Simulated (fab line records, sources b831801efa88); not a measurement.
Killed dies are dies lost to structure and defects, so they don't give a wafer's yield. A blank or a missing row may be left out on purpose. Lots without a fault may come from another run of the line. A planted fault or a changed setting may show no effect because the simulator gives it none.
Which tool did it? | flow sky130 | 24 lots, 72 wafers sampled, at 4 steps of a route of 708

WHAT THE GAUGES READ, wafer by wafer
SKY_VIA1_OVL_MEAS_13. Usual: VIA1_OVL -2 nm, standard deviation 4.9.
lot  | measured     | on         | VIA1_OVL (nm) | flag
L074 | day 33 20:53 | overlay-01 | -1 4 2        |
L075 | day 34 03:04 | overlay-02 | 1 0 -7        |
L076 | day 34 16:45 | overlay-01 | -2 -13 1      |
L077 | day 35 09:49 | overlay-02 | -20 -10 -16   |
L078 | day 35 11:20 | overlay-02 | 8 3 2         |
L080 | day 35 17:17 | overlay-01 | -8 -10 -9     |
L079 | day 35 18:44 | overlay-01 | -12 -5 -5     |
L081 | day 36 02:56 | overlay-01 | -2 -1 2       |
L082 | day 37 02:16 | overlay-02 | 6 5 -5        |
L084 | day 37 05:00 | overlay-01 | -4 -9 -6      |
L083 | day 37 10:16 | overlay-02 | -5 -2 -2      |
L085 | day 37 18:20 | overlay-01 | -4 2 -6       |
L086 | day 37 19:23 | overlay-01 | 0 -3 -8       |
L087 | day 38 06:13 | overlay-01 | -6 -2 -4      |
L088 | day 38 13:15 | overlay-01 | -4 0 -5       |
L089 | day 38 16:51 | overlay-02 | 3 -3 -2       |
L090 | day 38 22:02 | overlay-01 | 4 2 6         |
L091 | day 39 09:20 | overlay-01 | 2 -1 -4       |
L092 | day 39 17:38 | overlay-02 | -5 -7 -1      |
L094 | day 40 01:35 | overlay-02 | -2 -8 -6      |
L095 | day 40 08:35 | overlay-01 | -2 1 -1       |
L093 | day 40 08:40 | overlay-02 | -6 -3 -2      |
L096 | day 40 14:59 | overlay-01 | 2 -4 -4       |
L097 | day 40 22:05 | overlay-01 | 5 0 -4        |

SKY_VIA2_CD_MEAS_12: target cd 200 nm. Usual: cd_nm 200.7 nm, standard deviation 1.4.
lot  | measured     | on        | cd_nm (nm)        | flag
L074 | day 36 05:34 | cd_sem-02 | 202.3 199.4 200.2 |
L075 | day 36 09:55 | cd_sem-01 | 202.1 202.1 201.8 |
L076 | day 36 23:30 | cd_sem-02 | 202.1 201.0 200.4 |
L077 | day 37 17:52 | cd_sem-02 | 201.2 202.2 200.6 |
L078 | day 37 18:20 | cd_sem-02 | 202.1 200.3 201.7 |
L080 | day 38 00:49 | cd_sem-02 | 200.6 200.1 199.7 |
L079 | day 38 02:23 | cd_sem-02 | 201.2 201.5 199.9 |
L081 | day 38 10:28 | cd_sem-01 | 203.7 204.2 202.6 |
L082 | day 39 08:52 | cd_sem-02 | 200.0 199.5 199.8 |
L084 | day 39 10:16 | cd_sem-01 | 198.8 198.0 198.4 |
L083 | day 39 15:54 | cd_sem-01 | 200.2 199.4 198.9 |
L085 | day 39 23:20 | cd_sem-02 | 200.4 201.2 201.2 |
L086 | day 40 00:43 | cd_sem-02 | 198.1 199.4 197.9 |
L087 | day 40 11:28 | cd_sem-01 | 201.3 199.9 200.9 |
L088 | day 40 17:36 | cd_sem-02 | 202.4 201.6 201.3 |
L089 | day 40 21:04 | cd_sem-01 | 200.6 201.2 201.1 |
L090 | day 41 01:38 | cd_sem-01 | 199.1 200.0 198.3 |
L091 | day 41 13:10 | cd_sem-01 | 198.4 199.0 197.8 |
L092 | day 41 21:05 | cd_sem-02 | 200.4 199.7 201.7 |
L094 | day 42 04:29 | cd_sem-02 | 200.8 200.7 198.7 |
L095 | day 42 11:46 | cd_sem-01 | 199.5 200.9 201.4 |
L093 | day 42 11:05 | cd_sem-01 | 203.7 201.1 201.7 |
L096 | day 42 17:25 | cd_sem-01 | 200.2 200.7 199.8 |
L097 | day 43 00:01 | cd_sem-02 | 202.0 202.5 202.3 |

SKY_CAPM_THK_MEAS_01. Usual: CAPM_CVD_00_THK 15.49 nm, standard deviation 0.25.
lot  | measured     | on            | CAPM_CVD_00_THK (nm) | flag
L074 | day 36 07:19 | film_metro-02 | 15.22 15.60 15.68    |
L075 | day 36 11:52 | film_metro-01 | 15.32 15.55 15.61    |
L076 | day 37 01:10 | film_metro-01 | 15.31 15.43 14.97    |
L077 | day 37 19:34 | film_metro-01 | 15.31 14.94 15.58    |
L078 | day 37 20:28 | film_metro-02 | 15.24 15.65 15.59    |
L080 | day 38 02:31 | film_metro-04 | 15.22 15.10 15.76    |
L079 | day 38 04:06 | film_metro-01 | 15.39 15.51 15.54    |
L081 | day 38 12:10 | film_metro-04 | 15.47 15.39 15.73    |
L082 | day 39 10:35 | film_metro-02 | 15.40 15.32 15.42    |
L084 | day 39 11:58 | film_metro-01 | 15.45 15.18 15.48    |
L083 | day 39 17:47 | film_metro-04 | 15.36 15.26 15.36    |
L085 | day 40 01:03 | film_metro-04 | 15.30 15.46 15.62    |
L086 | day 40 02:24 | film_metro-04 | 15.73 15.34 15.41    |
L087 | day 40 13:16 | film_metro-01 | 15.50 15.11 15.68    |
L088 | day 40 19:19 | film_metro-01 | 15.36 15.30 15.37    |
L089 | day 40 22:46 | film_metro-02 | 15.07 15.56 15.31    |
L090 | day 41 03:20 | film_metro-01 | 15.46 15.24 15.48    |
L091 | day 41 14:51 | film_metro-01 | 15.32 15.82 15.45    |
L092 | day 41 22:47 | film_metro-02 | 15.56 15.34 15.33    |
L094 | day 42 06:13 | film_metro-04 | 15.64 15.44 15.76    |
L095 | day 42 13:32 | film_metro-02 | 15.18 15.31 15.95    |
L093 | day 42 12:50 | film_metro-02 | 15.71 15.61 15.90    |
L096 | day 42 19:07 | film_metro-02 | 15.55 15.70 15.99    |
L097 | day 43 01:44 | film_metro-02 | 15.18 15.70 15.67    |

SKY_CAPM_OVL_MEAS_12. Usual: CAPM_OVL -1.5 nm, standard deviation 1.3.
lot  | measured     | on         | CAPM_OVL (nm)  | flag
L074 | day 37 09:31 | overlay-02 | -0.8 -1.7 -0.2 |
L075 | day 37 13:28 | overlay-01 | -0.5 1.0 -0.5  |
L076 | day 38 03:17 | overlay-01 | -1.2 -0.4 1.2  |
L077 | day 38 20:43 | overlay-01 | -0.7 1.6 1.2   |
L078 | day 38 22:28 | overlay-02 | -3.0 -0.6 -4.5 |
L080 | day 39 03:31 | overlay-01 | -2.8 -2.8 -1.2 |
L079 | day 39 05:31 | overlay-02 | -2.4 -0.3 -1.5 |
L081 | day 39 13:10 | overlay-02 | -1.2 -2.2 -3.6 |
L082 | day 40 10:49 | overlay-01 | -3.1 -3.7 -3.6 |
L084 | day 40 12:52 | overlay-01 | -1.3 -0.2 -1.4 |
L083 | day 40 18:34 | overlay-02 | -3.1 -2.8 -2.9 |
L085 | day 41 00:46 | overlay-01 | -2.9 -2.6 -0.8 |
L086 | day 41 02:31 | overlay-02 | -1.6 -1.7 -2.1 |
L087 | day 41 13:25 | overlay-02 | -0.8 -1.6 -1.3 |
L088 | day 41 19:14 | overlay-01 | -2.1 -1.4 -3.4 |
L089 | day 41 22:26 | overlay-02 | -2.0 -2.6 -1.6 |
L090 | day 42 03:19 | overlay-01 | -1.1 0.2 -1.5  |
L091 | day 42 14:46 | overlay-01 | -2.1 -1.0 -2.7 |
L092 | day 42 22:49 | overlay-01 | -0.8 -1.6 -0.3 |
L094 | day 43 05:16 | overlay-01 | 0.3 1.0 0.6    |
L095 | day 43 12:40 | overlay-02 | -1.5 -0.8 -2.7 |
L093 | day 43 11:34 | overlay-01 | 0.1 -0.3 -2.8  |
L096 | day 43 18:16 | overlay-02 | -1.2 -0.6 -2.8 |
L097 | day 44 00:31 | overlay-01 | -2.2 -1.9 -0.9 |

WHICH TOOL RAN EACH LOT (tool, then ch and the chambers of the sampled wafers, then the start)
The record holds no process step before these readings.

WHAT THE TOOLS THEMSELVES READ (means of the sampled wafers that have a number; where no wafer has one, the mark that the record gives instead)
The record holds no such reading with a usual standard deviation.

THE ANSWER, worked out from the rows above alone
Rule: a lot is off if the mean of its wafers that have a number lies more than 3 standard deviations from the usual mean. A lot without any number at a reading at which 4 lots or more have one is off too. The other lots that the step has rows for count as sound. The gauges are gone through in route order, then the tools' own readings, and for those a lot's mean is taken as printed above. The first step at which some lot is off is used, and at that step the reading that is off furthest; a lot without a number counts as furthest.
No lot is off at any reading shown: from this, nothing can be told.

WHAT THE SIMULATOR HAD PUT IN
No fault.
